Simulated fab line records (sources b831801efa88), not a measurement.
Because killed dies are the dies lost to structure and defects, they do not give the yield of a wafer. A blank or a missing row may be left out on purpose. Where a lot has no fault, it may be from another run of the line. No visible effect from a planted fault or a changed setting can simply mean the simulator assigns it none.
Problem report in the 8D (eight disciplines) form, filled by code -- flow sky130 -- the parts of the form that need people (team, actions taken, sign-off) are left out

== 1. THE ISSUE ==
Wafers free of any fault read 74.8 nm (standard deviation 0.83) for CONTACT_CVD_00_THK at SKY_CONTACT_THK_MEAS_01, against a mean of 49.2 nm on 2 wafers of 2 lots. That is -31 standard deviations from the usual mean.
First observed at day 32 21:45: wafer L146.2, on filmMetro-01. At this step, 33 wafers from 11 lots have a number in the record. Rule for "out", or "out of limits": more than 4 standard deviations from the usual mean. The rest of the wafers with a number are treated as sound.

== 2. WHAT THIS IS AND IS NOT ==
question,is,is not
which readings at this step,CONTACT_CVD_00_THK,-
which lots,"L146, L151","L139, L141, L143, L144, L157, L159, L160, L161, L162"
which wafers of those lots,"L146.2, L151.3","L146.1, L146.5, L151.1, L151.6"
read on which gauges,filmMetro-01,"filmMetro-02, filmMetro-04"
when,from day 32 21:45,"up to then (14 sound wafers); but 17 sound wafers of L151, L157, L159, L160, L161, L162 came after"

== 3. SUSPECTS, AND WHAT RULES EACH OUT ==
Counting: any tool at a process step up to the reading remains a suspect provided it ran every lot that is out. Sound lots after the first of them don't rule it out here, since some wafers of a struck lot are sound.
- the gauge at SKY_CONTACT_THK_MEAS_01 is ruled out. All the wafers that are out were read on filmMetro-01, but those of them that SKY_CONTACT_ETCH_18 has rows for are out there too, on other tools.
- plasmaAsher-01 at SKY_RES_XHIGH_STRIP_08 (strips in O2/N2): kept. It processed each lot that is out (first: L146, day 29 06:13); up to then, its last sound lot is L144 (day 28 20:08).
- pecvd-02 at SKY_CONTACT_CVD_00 (deposits Si3N4, target thk 75 nm): kept. It processed each lot that is out (first: L146, day 32 21:43); up to then, its last sound lot is L144 (day 32 11:20).
- pecvd-02, SKY_CONTACT_CVD_00: wafers that are out in chamber 0, sound lot-mates in chambers 1, 2.
Remaining after the count are plasmaAsher-01 at SKY_RES_XHIGH_STRIP_08 and pecvd-02 at SKY_CONTACT_CVD_00.

== 4. THE CAUSE (what the simulator had put in) ==
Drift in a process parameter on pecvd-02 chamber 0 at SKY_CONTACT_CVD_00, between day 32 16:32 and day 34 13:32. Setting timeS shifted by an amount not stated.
After counting, 2 suspects remain, this tool included.

== 5. SEQUENCE OF EFFECTS, ordered by route ==
Rows list readings where the struck wafers' mean (over those with a number) sits beyond 3 standard deviations from the usual. Scope: only readings with a usual standard deviation given in the record; hours: median across lots of the time from each lot's start at the first step in this table that gives one to its start at this step; sigmas: change in usual standard deviations.
hours,step,reading,usual,on struck wafers,change,sigmas
0,SKY_CONTACT_THK_MEAS_01,CONTACT_CVD_00_THK,74.8 nm,49.2,-25.6,-31
-,SKY_CONTACT_ETCH_18,oesProductAu,0.853 a.u.,0.686,-0.167,-25
-,SKY_CONTACT_ETCH_18,throttleValvePct,8.792 %,8.756,-0.036,-3.9
Here are the process steps it includes:
- SKY_CONTACT_ETCH_18: etches Si3N4 in CHF3/O2, stops on TiN, time 39 s, target depth 75 nm.
Readings that are blank on the struck wafers while sound wafers have them: rfFwdPowerW at SKY_CONTACT_CVD_00.

== 6. WHAT WOULD HAVE CAUGHT IT SOONER ==
5 hours passed between the start of the fault at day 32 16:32 and the first reading out of limits at a measuring or inspecting step in this record, taken at day 32 21:45.
Among the 2 lots that are out, L151 began SKY_CONTACT_CVD_00 on pecvd-02 after day 32 21:45. Putting the tool on hold at that point would have spared it.
